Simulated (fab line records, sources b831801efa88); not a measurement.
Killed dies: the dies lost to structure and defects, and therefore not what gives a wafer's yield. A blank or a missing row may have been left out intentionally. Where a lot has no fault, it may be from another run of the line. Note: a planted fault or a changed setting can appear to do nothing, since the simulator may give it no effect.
Lot-split experiment | flow sfqLine | 5 lots, 23 wafers read, on a route of 325 steps

== THE SPLIT ==
At SFQ_TRILAYER_L0_DEP_SPUTTER_003 (material MoNx KI, target thk 40 nm, time 100 s), the setting timeS was moved away from the recipe's 100 s on 11 of the 23 wafers read, by -6.9% to +12.2%. All remaining wafers had this setting at the recipe value.

== FROM THE SPLIT TO THE READING: what the file shows between them, 3 steps ==
- SFQ_L0_RS_MEAS_901: measures by four-point-probe
- SFQ_L0_THK_MEAS_902: measures by xrf
- SFQ_TRILAYER_L0_BARC_OPEN_METAL_ETCH_010: etches BARC in O2, target depth 125 nm, time 41.7 s (also split here: icpW)

== THE READING ==
oesProductAu, in a.u., at SFQ_TRILAYER_L0_ETCH_METAL_ETCH_008 (etches MoNx KI in SF6/O2, stops on SiO2, target depth 50 nm, time 25 s). Typical for fault-free wafers on this fab line: 0.874 a.u., with standard deviation 0.0089 a.u.

wafer  | tool, chamber at the split | timeS as run, s | against the recipe | oesProductAu, a.u. | against lot-mates on the recipe
L074.4 | pvdSputter-06, -           | 100             | recipe             | 0.872              | -
L074.5 | pvdSputter-06, -           | 100             | recipe             | 0.877              | -
L074.6 | pvdSputter-06, -           | 100             | recipe             | 0.867              | -
L076.1 | pvdSputter-06, -           | 95.18           | -4.8%              | 0.848              | -0.028
L076.2 | pvdSputter-06, -           | 100             | recipe             | 0.873              | -
L076.3 | pvdSputter-06, -           | 100             | recipe             | 0.873              | -
L076.4 | pvdSputter-06, -           | 95.18           | -4.8%              | 0.845              | -0.031
L076.6 | pvdSputter-06, -           | 100             | recipe             | 0.883              | -
L080.1 | pvdSputter-05, -           | 110.6           | +10.6%             | 0.912              | +0.041
L080.2 | pvdSputter-05, -           | 110.6           | +10.6%             | 0.927              | +0.056
L080.4 | pvdSputter-05, -           | 110.6           | +10.6%             | 0.913              | +0.042
L080.5 | pvdSputter-05, -           | 100             | recipe             | 0.871              | -
L080.6 | pvdSputter-05, -           | 100             | recipe             | 0.871              | -
L084.2 | pvdSputter-05, -           | 100             | recipe             | 0.866              | -
L084.3 | pvdSputter-05, -           | 112.2           | +12.2%             | 0.935              | +0.062
L084.4 | pvdSputter-05, -           | 112.2           | +12.2%             | 0.927              | +0.054
L084.5 | pvdSputter-05, -           | 100             | recipe             | 0.879              | -
L084.6 | pvdSputter-05, -           | 112.2           | +12.2%             | 0.936              | +0.064
L085.1 | pvdSputter-06, -           | 93.07           | -6.9%              | 0.827              | -0.045
L085.2 | pvdSputter-06, -           | 93.07           | -6.9%              | 0.830              | -0.042
L085.3 | pvdSputter-06, -           | 93.07           | -6.9%              | 0.831              | -0.041
L085.5 | pvdSputter-06, -           | 100             | recipe             | 0.873              | -
L085.6 | pvdSputter-06, -           | 100             | recipe             | 0.871              | -

THE FIT
A straight line over all 23 wafers: oesProductAu changes by +0.00499 a.u. for each +1% of timeS; r = +0.98; the points scatter about the line by 0.0061 a.u.
The same after taking each lot's own level away (the mean of its wafers on the recipe; 23 wafers): +0.00508 a.u. for each +1%; r = +0.99; scatter 0.0056 a.u.
On that fit, the largest move of timeS shifts the reading by 0.062 a.u.
Across the lots, their own levels run from 0.8710 to 0.8763 a.u., a range of 0.6 times the standard deviation given above.
The two slopes are in agreement: the lot-to-lot level therefore moves the slope only a little.
Check: +0.0587 a.u. against its lot-mates is what the line predicts for one of the wafers moved furthest among these (+12.2%) when that wafer is left out of the fit. Against them it came out at +0.0625 a.u.

== THESE WAFERS: OTHER SPLITS ==
Before the reading, these wafers also passed through other splits. Each is held against what the fit with the lots' levels taken away leaves over:
other split on the same wafers                | wafers away from the commonest value | r with oesProductAu (lot level and that fit taken away)
SFQ_TRILAYER_L0_BARC_OPEN_METAL_ETCH_010 icpW | 8                                    | +0.21

== THE WHOLE CHAIN: every reading that the file lists as answering this split, in the file's order ==
step                                | what it does                                                           | reading                                                                                       | change (the file's fit)                 | r (the file's)
SFQ_TRILAYER_L0_DEP_SPUTTER_003     | material MoNx KI, target thk 40 nm, time 100 s                         | MoNx_KI_of_TRILAYER_L0_DEP_SPUTTER_003.thkNm (the simulator's own value, which no gauge read) | +0.39 nm for each +1% of the setting    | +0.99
SFQ_L0_RS_MEAS_901                  | measures by four-point-probe                                           | L0_MONX_KI_RS                                                                                 | -0.404 for each +1% of the setting      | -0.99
SFQ_L0_THK_MEAS_902                 | measures by xrf                                                        | L0_MONX_KI_THK                                                                                | +0.386 for each +1% of the setting      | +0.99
SFQ_TRILAYER_L0_ETCH_METAL_ETCH_008 | etches MoNx KI in SF6/O2, stops on SiO2, target depth 50 nm, time 25 s | oesProductAu                                                                                  | +0.005 a.u. for each +1% of the setting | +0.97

== FILE'S OWN FIT ==
oesProductAu changes by +0.005 a.u. for each +1% of timeS, r = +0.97.
